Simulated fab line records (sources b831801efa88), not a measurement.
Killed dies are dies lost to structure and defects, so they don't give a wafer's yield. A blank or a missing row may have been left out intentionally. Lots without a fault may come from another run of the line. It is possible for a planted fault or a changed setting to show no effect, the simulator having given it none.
8D (eight disciplines) problem report, filled in by code || flow sky130 || the parts of the form that need people (team, actions taken, sign-off) are left out

1. THE PROBLEM
Wafers without a fault read 23.00 C, standard deviation 0.1; developer temp C at SKY_RES_XHIGH_DEVELOP_06 reads a mean of 23.96 C on 9 wafers belonging to 3 lots. That is +9.6 standard deviations from the usual mean.
The step: develop time 60 s.
Earliest sighting: wafer L244.2 on litho track-02 at day 30 11:03. The record has a number at this step for 42 wafers belonging to 14 lots. The rule behind "out" and "out of limits": a value lying over 4 standard deviations away from the usual mean. All remaining wafers that have a number are taken as sound.

2. WHAT IT IS; WHAT IT IS NOT
{"question": "which readings at this step", "is": "developer temp C", "is not": "-"}
{"question": "which lots", "is": "L244, L246, L247", "is not": "L234, L236, L237, L248, L249, L250, L251, L253, L254, L255, L256"}
{"question": "which wafers of those lots", "is": "all that have a number", "is not": "-"}
{"question": "read on which tools", "is": "litho track-02", "is not": "litho track-03, litho track-04"}
{"question": "when", "is": "from day 30 11:03", "is not": "up to then (9 sound wafers); but 24 sound wafers of L248, L249, L250, L251, L253, L254, L255, L256 came after"}

3. SUSPECTS, AND WHAT RULES EACH OUT
Counting: a tool at a process step up to the reading stays a suspect if it ran every lot that is out and no sound lot after the first of them.
- litho track-02 at SKY_RES_XHIGH_DEVELOP_06 (develop time 60 s): kept. It ran every lot that is out, first L244 (day 30 11:03), and no sound lot after that; its last sound lot up to then is L234 (day 26 18:16). Its own developer temp C readings are out on those wafers.
Left after counting: litho track-02 at SKY_RES_XHIGH_DEVELOP_06.

4. THE CAUSE (what the simulator had put in)
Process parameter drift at SKY_RES_XHIGH_DEVELOP_06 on litho track-02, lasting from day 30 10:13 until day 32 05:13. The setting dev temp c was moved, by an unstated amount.
This tool alone remained once counting was done.

5. THE CHAIN OF EFFECTS, in route order
Each row: a reading where the mean over the struck wafers with a number is more than 3 standard deviations away from the usual. Readings are gone through only where the record gives a usual standard deviation; hours: the median, over the lots, of the time from a lot's start at the first step in this table giving one to that lot's start at this step; sigmas: the change measured in usual standard deviations.
{"hours": 0, "step": "SKY_RES_XHIGH_DEVELOP_06", "reading": "developer temp C", "usual": "23.00 C", "on struck wafers": 23.96, "change": "+0.96", "sigmas": "+9.6"}
It contains these process steps:
- SKY_RES_XHIGH_DEVELOP_06: develop time 60 s.
At these later measuring or inspecting steps, every struck wafer for which the step has a row has a number for every such reading, and none has moved that far: SKY_LI_CONTACT_THK_MEAS_01.

6. HOW IT WOULD HAVE BEEN CAUGHT EARLIER
In this record the first reading out of limits was taken at day 30 11:03, 1 hour after the fault began at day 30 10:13.
